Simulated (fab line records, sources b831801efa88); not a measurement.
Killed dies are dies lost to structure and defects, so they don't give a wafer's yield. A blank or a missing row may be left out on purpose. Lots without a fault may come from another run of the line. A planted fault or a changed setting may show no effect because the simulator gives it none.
Split-lot experiment | flow sky130 | 5 lots, 23 wafers read, on a route of 708 steps

THE SPLIT
At SKY_METAL2_COAT_10 (resist thk 450 nm), the setting resist_thk_nm was moved away from the recipe's 450 nm on 7 of the 23 wafers read, by +3.8% to +6.0%. The other wafers ran this setting at the recipe's value.

FROM THE SPLIT TO THE READING: what the file shows between them, 3 steps
- SKY_METAL2_SOFTBAKE_11: time 90 s (also split here: temp_c)
- SKY_METAL2_EXPOSE_12: exposes mask MM2, target cd 140 nm
- SKY_METAL2_PEB_13

THE READING
KrF-thick_of_METAL2_COAT_10.thk_nm (the simulator's own value, which no gauge read), in nm, at SKY_METAL2_DEVELOP_14 (develop time 60 s). The file gives no usual value for it. The 16 wafers here that ran the recipe average 435.6 nm, standard deviation 1.4 nm.

wafer  | tool, chamber at the split | resist_thk_nm as run, nm | against the recipe | KrF-thick_of_METAL2_COAT_10.thk_nm, nm | against lot-mates on the recipe
L074.1 | litho_track-02, 0          | 476.8                    | +6.0%              | 460.9                                  | +26.1
L074.3 | litho_track-02, 0          | 450                      | recipe             | 434.7                                  | -
L074.4 | litho_track-02, 0          | 476.8                    | +6.0%              | 459.3                                  | +24.5
L074.5 | litho_track-02, 0          | 450                      | recipe             | 435.4                                  | -
L074.6 | litho_track-02, 0          | 450                      | recipe             | 434.3                                  | -
L075.1 | litho_track-03, 0          | 450                      | recipe             | 437.6                                  | -
L075.3 | litho_track-03, 0          | 467.2                    | +3.8%              | 453.3                                  | +16.0
L075.4 | litho_track-03, 0          | 450                      | recipe             | 437                                    | -
L075.5 | litho_track-03, 0          | 467.2                    | +3.8%              | 455.7                                  | +18.4
L075.6 | litho_track-03, 0          | 467.2                    | +3.8%              | 454.4                                  | +17.1
L078.2 | litho_track-01, 0          | 450                      | recipe             | 435.8                                  | -
L078.3 | litho_track-01, 0          | 450                      | recipe             | 436.7                                  | -
L078.4 | litho_track-01, 0          | 450                      | recipe             | 434.6                                  | -
L078.5 | litho_track-01, 0          | 450                      | recipe             | 437.2                                  | -
L078.6 | litho_track-01, 0          | 450                      | recipe             | 435.4                                  | -
L079.1 | litho_track-03, 0          | 450                      | recipe             | 437.1                                  | -
L079.2 | litho_track-03, 0          | 450                      | recipe             | 436.2                                  | -
L079.3 | litho_track-03, 0          | 450                      | recipe             | 436.2                                  | -
L081.2 | litho_track-02, 0          | 469.6                    | +4.4%              | 453.5                                  | +19.8
L081.3 | litho_track-02, 0          | 450                      | recipe             | 433.7                                  | -
L081.4 | litho_track-02, 0          | 450                      | recipe             | 432.6                                  | -
L081.5 | litho_track-02, 0          | 450                      | recipe             | 434.9                                  | -
L081.6 | litho_track-02, 0          | 469.6                    | +4.4%              | 454.4                                  | +20.7

THE FIT
A straight line over all 23 wafers: KrF-thick_of_METAL2_COAT_10.thk_nm changes by +4.35 nm for each +1% of resist_thk_nm; r = +0.99; the points scatter about the line by 1.6 nm.
The same after taking each lot's own level away (the mean of its wafers on the recipe; 23 wafers): +4.4 nm for each +1%; r = +1.00; scatter 0.9 nm.
On that fit, the largest move of resist_thk_nm shifts the reading by 26 nm.
The lots' own levels span 433.73 to 437.30 nm, that is 2.6 times the standard deviation above.
So the lot-to-lot level changes the slope little: the two slopes agree.
Check: with one of the wafers moved furthest among these (+6.0%) left out of the fit, the line predicts +26.3 nm for it against its lot-mates. It came out at +26.1 nm against them.

OTHER SPLITS ON THESE WAFERS
These wafers also went through other splits before the reading. Each is held against what the fit with the lots' levels taken away leaves over:
other split on the same wafers | wafers away from the commonest value | r with KrF-thick_of_METAL2_COAT_10.thk_nm (lot level and that fit taken away)
SKY_VIA1_ETCH_14 time_s        | 6                                    | -0.03
SKY_METAL2_SOFTBAKE_11 temp_c  | 9                                    | -0.58

THE WHOLE CHAIN: every reading that the file lists as answering this split, in the file's order
step                  | what it does      | reading                                                                             | change (the file's fit)              | r (the file's)
SKY_METAL2_COAT_10    | resist thk 450 nm | KrF-thick_of_METAL2_COAT_10.thk_nm (the simulator's own value, which no gauge read) | +4.34 nm for each +1% of the setting | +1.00
SKY_METAL2_DEVELOP_14 | develop time 60 s | KrF-thick_of_METAL2_COAT_10.thk_nm (the simulator's own value, which no gauge read) | +4.41 nm for each +1% of the setting | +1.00
SKY_METAL2_STRIP_20   | strips in O2/N2   | strip_time_to_endpoint_s                                                            | withheld for each +1% of the setting | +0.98

THE FILE'S OWN FIT
KrF-thick_of_METAL2_COAT_10.thk_nm changes by +4.41 nm for each +1% of resist_thk_nm, r = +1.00.
